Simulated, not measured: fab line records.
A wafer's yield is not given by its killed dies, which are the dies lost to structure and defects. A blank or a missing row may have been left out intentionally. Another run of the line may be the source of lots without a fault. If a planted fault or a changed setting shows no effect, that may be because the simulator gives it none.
Comparing a struck lot with a sound one + flow sky130 + 43 out of 708 route steps
Sound: the wafers L163.1, L163.3, L163.5. Wafers struck: L176.2, L176.4, L176.5. The cause is named last.
For every step that has rows: the tool of each side, followed by ch and its chambers, followed by its first start. Under that, the readings that differ: sound wafers + struck wafers + difference of the means + sigmas: that difference in standard deviations of wafers without a fault.
alike: readings with means less than 2 such deviations apart, plus words and numbers identical on both sides. not compared: withheld readings, readings lacking a value on some wafer, bounds such as >300 that could conceal the same value, and numbers that have no deviation in the record and whose values overlap.
A row with sigmas, a row that says differs or no value, or rows on one side alone: a step with any of these is where the two part. Numbers that don't overlap but have no deviation are shown without sigmas and don't part them. A reading missing from all wafers of one side parts the sides only when that side holds two or more wafers.

first, 3 steps without rows for these wafers: SKY_FIELD_ISO_WET_ETCH_30 (etches SiO2 in dHF, target depth 25 nm, time 50 s); SKY_NWELL_CLEAN_00 (cleans in SC1/SC2, time 150 s); SKY_NWELL_OXIDATION_01 (stabilise 600 s, purge 300 s, target thk 10 nm).
SKY_NWELL_THK_MEAS_02:
  struck on film-metro-04, day 7 02:32; sound on film-metro-04, day 4 06:20
  alike: NWELL_OXIDATION_THK
then, 8 steps without rows for these wafers: SKY_DNWELL_DEHYDRATE_00 (time 60 s); SKY_DNWELL_HMDS_01 (prime time 60 s); SKY_DNWELL_COAT_02 (resist thk 3000 nm); SKY_DNWELL_SOFTBAKE_03; SKY_DNWELL_EXPOSE_04 (exposes mask DNM, target cd 3000 nm); SKY_DNWELL_PEB_05; SKY_DNWELL_DEVELOP_06 (develop time 60 s); SKY_DNWELL_IMPLANT_07.
SKY_DNWELL_STRIP_08: strips in O2/N2.
  sound on plasma-asher-01 ch 0, day 4 23:43; struck on plasma-asher-03 ch 0,1, day 7 22:35
  alike: drypump-motor-current-A, oes-product-au, strip-time-to-endpoint-s
  not compared: rf-hours-counter-h
SKY_DNWELL_TW_MEAS_09:
  struck on film-metro-01, day 7 22:42; sound on film-metro-04, day 4 23:49
  alike: DNWELL_TW
then, 7 steps without rows for these wafers: SKY_PWDE_DEHYDRATE_00 (time 60 s); SKY_PWDE_HMDS_01 (prime time 60 s); SKY_PWDE_COAT_02 (resist thk 3000 nm); SKY_PWDE_SOFTBAKE_03; SKY_PWDE_EXPOSE_04 (exposes mask PWDEM, target cd 840 nm); SKY_PWDE_PEB_05; SKY_PWDE_DEVELOP_06 (develop time 60 s).
SKY_PWDE_OVL_MEAS_07:
  struck on overlay-01, day 8 20:20; sound on overlay-01, day 5 18:53
  alike: PWDE_OVL
then, 1 step without rows for these wafers: SKY_PWDE_IMPLANT_08.
SKY_PWDE_STRIP_09: strips in O2/N2.
  sound on plasma-asher-04 ch 1, day 5 19:04; struck on plasma-asher-04 ch 0,1, day 8 20:31
  alike: drypump-motor-current-A, oes-product-au, strip-time-to-endpoint-s
  not compared: rf-hours-counter-h
SKY_PWDE_TW_MEAS_10:
  struck on film-metro-03, day 8 20:38; sound on film-metro-03, day 5 19:10
  alike: PWDE_TW
then, 7 steps without rows for these wafers: SKY_NWELL_DEHYDRATE_03 (time 60 s); SKY_NWELL_HMDS_04 (prime time 60 s); SKY_NWELL_COAT_05 (resist thk 3000 nm); SKY_NWELL_SOFTBAKE_06; SKY_NWELL_EXPOSE_07 (exposes mask NWM, target cd 840 nm); SKY_NWELL_PEB_08; SKY_NWELL_DEVELOP_09 (develop time 60 s).
SKY_NWELL_OVL_MEAS_10:
  struck on overlay-01, day 9 16:58; sound on overlay-01, day 6 13:51
| reading           | sound       | struck       | difference | sigmas |
|-------------------|-------------|--------------|------------|--------|
| NWELL_00_OVL (nm) | 4.4 3.4 3.7 | 0.6 -0.8 0.3 | -3.8       | -3     |
then, 3 steps without rows for these wafers: SKY_NWELL_IMPLANT_11; SKY_NWELL_IMPLANT_12; SKY_NWELL_IMPLANT_13.
SKY_NWELL_STRIP_14: strips in O2/N2.
  sound on plasma-asher-01 ch 0,1, day 6 14:20; struck on plasma-asher-03 ch 0,1, day 9 17:26
| reading                      | sound             | struck            | difference | sigmas |
|------------------------------|-------------------|-------------------|------------|--------|
| drypump-motor-current-A (A)  | 5.70 5.31 5.68    | 6.22 6.20 6.20    | +0.64      | +2     |
| oes-product-au (a.u.)        | 0.718 0.708 0.717 | 0.721 0.731 0.723 | +0.011     | +2     |
| strip-time-to-endpoint-s (s) | 37.07 37.07 37.06 | 36.80 36.85 36.81 | -0.25      | -2     |
  not compared: rf-hours-counter-h
SKY_NWELL_TW_MEAS_15:
  struck on film-metro-04, day 9 17:33; sound on film-metro-04, day 6 14:26
  alike: NWELL_TW
then, 4 steps without rows for these wafers: SKY_NWELL_DEHYDRATE_16 (time 60 s); SKY_NWELL_HMDS_17 (prime time 60 s); SKY_NWELL_COAT_18 (resist thk 3000 nm); SKY_NWELL_SOFTBAKE_19.
-- the record jumps here: 41 days lie between the struck wafers' starts before and after (it left off in module NWELL and takes up again in module PAD_OPEN, whose first step shown is number 708 of the route) --
SKY_PAD_OPEN_PROBE_99:
  struck on prober-02, day 50 14:17; sound on prober-01, day 47 20:09
| reading             | sound    | struck      | difference | sigmas |
|---------------------|----------|-------------|------------|--------|
| killed-at-front-end | 14 10 11 | 38 34 58    | +32        | +7     |
| killed-dies         | 92 84 85 | 104 108 123 | +25        | +3     |
  alike: killed_at_M0_to_M3, killed_at_M4_up, killed-at-contacts, killed-at-other, killed-open, killed-short

## WHERE THEY PART
First at SKY_NWELL_OVL_MEAS_10; last, within this record, at SKY_PAD_OPEN_PROBE_99.

WHY: what had been put in by the simulator
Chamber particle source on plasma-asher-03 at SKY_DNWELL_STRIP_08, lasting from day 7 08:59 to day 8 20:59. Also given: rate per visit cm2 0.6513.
